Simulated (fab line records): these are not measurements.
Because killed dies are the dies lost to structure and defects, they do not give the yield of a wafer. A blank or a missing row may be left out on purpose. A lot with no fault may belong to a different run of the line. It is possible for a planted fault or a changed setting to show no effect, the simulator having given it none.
Which of the tools did it? + flow sky130 + 6 lots with 18 wafers sampled at 2 steps, on a route of 708 steps

== WHAT EACH GAUGE READ, for each wafer ==
SKY_VT_ADJUST_HVTP_TW_MEAS_11.
| lot  | measured     | on           | VT_ADJUST_HVTP_TW |
|------|--------------|--------------|-------------------|
| L509 | day 6 04:29  | filmMetro-03 | 1343 1339 1339    |
| L514 | day 7 13:10  | filmMetro-04 | 1471 1473 1475    |
| L519 | day 8 16:52  | filmMetro-04 | 1456 1458 1469    |
| L526 | day 11 02:25 | filmMetro-01 | 1358 1352 1355    |
| L528 | day 11 09:13 | filmMetro-03 | 1337 1350 1349    |
| L531 | day 12 05:11 | filmMetro-04 | 1389 1384 1377    |

== TOOL THAT RAN EACH LOT (tool first, then ch and the chambers of the sampled wafers, then the start) ==
| lot  | SKY_VT_ADJUST_HVTP_IMPLANT_09   |
|------|---------------------------------|
| L509 | implanter-01 ch 0, day 6 04:16  |
| L514 | implanter-01 ch 0, day 7 12:55  |
| L519 | implanter-01 ch 0, day 8 16:38  |
| L526 | implanter-04 ch 0, day 11 02:10 |
| L528 | implanter-01 ch 0, day 11 08:58 |
| L531 | implanter-02 ch 0, day 12 04:58 |
- SKY_VT_ADJUST_HVTP_IMPLANT_09

== THE ANSWER, worked out from the rows above alone ==
Rule: what is usual is taken from the lots themselves. Put in order of their means at a reading, lots are off if they are a third of the lots or fewer, leave a main group of 4 or more, and stand apart from it by a gap of 3 or more times the standard deviation of the main group's means; of several such gaps the widest counts. If all means in a main group match to the digits the tables above print for the reading, that group is not used. Also off: a lot with no number at a reading for which 4 or more lots have one. All remaining lots with rows at the step are treated as sound.
Off: L514, L519, seen at SKY_VT_ADJUST_HVTP_TW_MEAS_11 (VT_ADJUST_HVTP_TW). For the main group the mean is 1356 and the standard deviation 17.
If a tool, at a process step before that reading, ran all the lots that are off and no sound lot after the first of them, it fits. Those tools and the gauges at SKY_VT_ADJUST_HVTP_TW_MEAS_11 are tried in the same way. Not one of the candidates tried fits.

== WHAT THE SIMULATOR HAD INSERTED ==
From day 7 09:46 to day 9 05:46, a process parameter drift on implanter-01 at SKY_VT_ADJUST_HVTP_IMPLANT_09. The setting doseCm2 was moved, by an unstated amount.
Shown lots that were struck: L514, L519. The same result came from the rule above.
